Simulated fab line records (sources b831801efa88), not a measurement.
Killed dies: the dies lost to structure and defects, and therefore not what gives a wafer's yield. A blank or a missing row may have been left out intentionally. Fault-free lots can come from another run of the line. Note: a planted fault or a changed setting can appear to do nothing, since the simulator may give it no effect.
Which tool did it? -- flow sky130 -- 12 lots with 36 wafers sampled at 4 steps, on a route of 708 steps

WHAT EACH GAUGE READ, for each wafer
SKY_FIELD_ISO_THK_MEAS_04. Usual: FIELD_ISO_CVD_03_THK gives 165.6 nm (standard deviation 1.5).
lot,measured,on,FIELD_ISO_CVD_03_THK (nm),flag
L533,day 1 18:32,film_metro-01,169.4 167.6 167.7,
L534,day 2 00:35,film_metro-02,163.8 164.4 166.0,
L536,day 2 11:34,film_metro-02,167.3 166.3 167.0,
L541,day 3 11:45,film_metro-02,166.8 166.5 165.1,
L542,day 3 16:06,film_metro-02,167.0 166.3 164.6,
L543,day 3 21:11,film_metro-02,163.7 162.9 163.2,
L546,day 4 12:59,film_metro-03,167.8 167.4 167.8,
L547,day 4 18:34,film_metro-01,165.8 165.5 163.7,
L548,day 4 23:31,film_metro-03,166.7 166.6 164.7,
L550,day 5 08:50,film_metro-01,166.0 165.3 164.9,
L551,day 5 13:45,film_metro-02,165.1 163.1 164.6,
L552,day 5 18:01,film_metro-02,165.5 166.1 164.9,

SKY_LI_CONTACT_OVL_MEAS_13. Usual: LI_CONTACT_OVL gives -1 nm (standard deviation 5.3).
lot,measured,on,LI_CONTACT_OVL (nm),flag
L533,day 28 18:47,overlay-01,-5 -4 -8,
L534,day 29 08:15,overlay-02,9 8 3,
L536,day 31 01:48,overlay-02,-1 5 0,
L541,day 32 14:14,overlay-02,-3 -9 -6,
L542,day 32 19:35,overlay-01,-8 -6 -10,
L543,day 32 18:56,overlay-02,-2 0 2,
L546,day 33 12:45,overlay-02,-4 -3 -6,
L547,day 33 18:53,overlay-01,2 2 5,
L548,day 33 22:26,overlay-02,-3 0 5,
L550,day 34 14:23,overlay-01,8 7 5,
L551,day 35 03:35,overlay-02,2 2 -5,
L552,day 35 13:56,overlay-02,-8 -8 -3,

WHICH TOOL RAN EACH LOT (tool, then ch and the chambers of the sampled wafers, then the start)
lot,SKY_FIELD_ISO_ETCH_14,SKY_POLY_CUT_STRIP_12
L533,"rie_diel-03 ch 0,3, day 2 09:35","plasma_asher-03 ch 0,1, day 23 22:58"
L534,"rie_diel-01 ch 0,1,3, day 2 15:27","plasma_asher-04 ch 0,1, day 24 15:11"
L536,"rie_diel-01 ch 0,1,2, day 3 02:53","plasma_asher-03 ch 0,1, day 26 09:47"
L541,"rie_diel-02 ch 0,1,2, day 4 04:29","plasma_asher-02 ch 0,1, day 27 21:01"
L542,"rie_diel-01 ch 0,1,2, day 4 09:11","plasma_asher-03 ch 0,1, day 28 05:13"
L543,"rie_diel-01 ch 0,1,2, day 4 13:56","plasma_asher-04 ch 0,1, day 28 05:09"
L546,"rie_diel-02 ch 0,2, day 5 05:02","plasma_asher-04 ch 0,1, day 28 23:38"
L547,"rie_diel-02 ch 0,3, day 5 10:53","plasma_asher-03 ch 0,1, day 29 04:51"
L548,"rie_diel-02 ch 1,2,3, day 5 16:29","plasma_asher-04 ch 0,1, day 29 09:03"
L550,"rie_diel-02 ch 2,3, day 6 03:06","plasma_asher-02 ch 0,1, day 30 02:27"
L551,"rie_diel-02 ch 0,1,2, day 6 07:47","plasma_asher-04 ch 0,1, day 30 15:12"
L552,"rie_diel-03 ch 1,2, day 6 12:27","plasma_asher-02 ch 1, day 31 03:18"
- SKY_FIELD_ISO_ETCH_14: etches BARC in N2/H2, stops on SiO2, time 45.9 s, target depth 60 nm.
- SKY_POLY_CUT_STRIP_12: strips in O2/N2.

WHAT THE TOOLS THEMSELVES READ (means of the sampled wafers that have a number; where no wafer has one, the mark that the record gives instead)
SKY_FIELD_ISO_ETCH_14. Usual: drypump_motor_current_A 5.8 A, standard deviation 0.42; oes_product_au 0.855 a.u., standard deviation 0.0051; rf_fwd_power_W 495.0 W, standard deviation 2.2; throttle_valve_pct 13.225 %, standard deviation 0.0084.
lot,tool,drypump_motor_current_A (A),oes_product_au (a.u.),rf_fwd_power_W (W),throttle_valve_pct (%),flag
L533,rie_diel-03,6.2,0.861,494.5,13.224,
L534,rie_diel-01,5.5,0.857,498.1,13.222,
L536,rie_diel-01,5.7,0.856,495.0,13.227,
L541,rie_diel-02,5.9,0.858,495.8,13.226,
L542,rie_diel-01,5.7,0.852,471.0,13.229,OFF
L543,rie_diel-01,5.7,0.857,468.7,13.226,OFF
L546,rie_diel-02,5.8,0.859,494.0,13.222,
L547,rie_diel-02,5.6,0.859,493.9,13.227,
L548,rie_diel-02,5.9,0.855,494.6,13.229,
L550,rie_diel-02,5.8,0.855,493.8,13.228,
L551,rie_diel-02,5.9,0.859,495.8,13.229,
L552,rie_diel-03,6.0,0.859,492.6,13.220,

SKY_POLY_CUT_STRIP_12. Usual: drypump_motor_current_A 5.7 A, standard deviation 0.48; o2_flow_sccm 3001 sccm, standard deviation 8.9; oes_product_au 0.451 a.u., standard deviation 0.0046; strip_time_to_endpoint_s 5.355 s, standard deviation 0.016.
lot,tool,drypump_motor_current_A (A),o2_flow_sccm (sccm),oes_product_au (a.u.),strip_time_to_endpoint_s (s),flag
L533,plasma_asher-03,5.9,3007,0.456,5.338,
L534,plasma_asher-04,5.2,2993,0.446,5.373,
L536,plasma_asher-03,6.0,2996,0.456,5.354,
L541,plasma_asher-02,6.1,3007,0.453,5.364,
L542,plasma_asher-03,6.0,2996,0.449,5.363,
L543,plasma_asher-04,5.4,3006,0.449,5.339,
L546,plasma_asher-04,5.4,3001,0.453,5.345,
L547,plasma_asher-03,5.9,3001,0.453,5.353,
L548,plasma_asher-04,5.2,2999,0.448,5.357,
L550,plasma_asher-02,5.7,3009,0.452,5.360,
L551,plasma_asher-04,5.4,3008,0.449,5.360,
L552,plasma_asher-02,6.5,2998,0.451,5.365,

THE ANSWER, worked out from the rows above alone
Rule: take the mean of a lot's wafers that have a number; if it is more than 3 standard deviations from the usual mean, the lot is off. A lot without any number at a reading at which 4 lots or more have one is off too. All remaining lots with rows at the step are treated as sound. First the gauges in route order, then the tools' own readings, where a lot's mean is used as printed above. At the first step where some lot is off, the reading lying furthest off is the one used; lots without a number count as furthest.
Off: L542, L543 (SKY_FIELD_ISO_ETCH_14, rf_fwd_power_W).
A tool fits if, at that step or a process step before it, it ran every lot that is off, and no sound lot after the first of them. One fits: rie_diel-01 at SKY_FIELD_ISO_ETCH_14. Its last sound lot is L536 (day 3 02:53), its first lot that is off L542 (day 4 09:11): a fault that began between those two fits.
On the lots that are off, the tool's own readings at SKY_FIELD_ISO_ETCH_14 differ by more than 5 times the standard deviation of the sound lots' means, which bears it out; rf_fwd_power_W reads 469.9 W there versus 494.8 W on the sound lots.

WHAT HAD BEEN PUT IN BY THE SIMULATOR
rie_diel-01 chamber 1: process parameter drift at SKY_FIELD_ISO_ETCH_14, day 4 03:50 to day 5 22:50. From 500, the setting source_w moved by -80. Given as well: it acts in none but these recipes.
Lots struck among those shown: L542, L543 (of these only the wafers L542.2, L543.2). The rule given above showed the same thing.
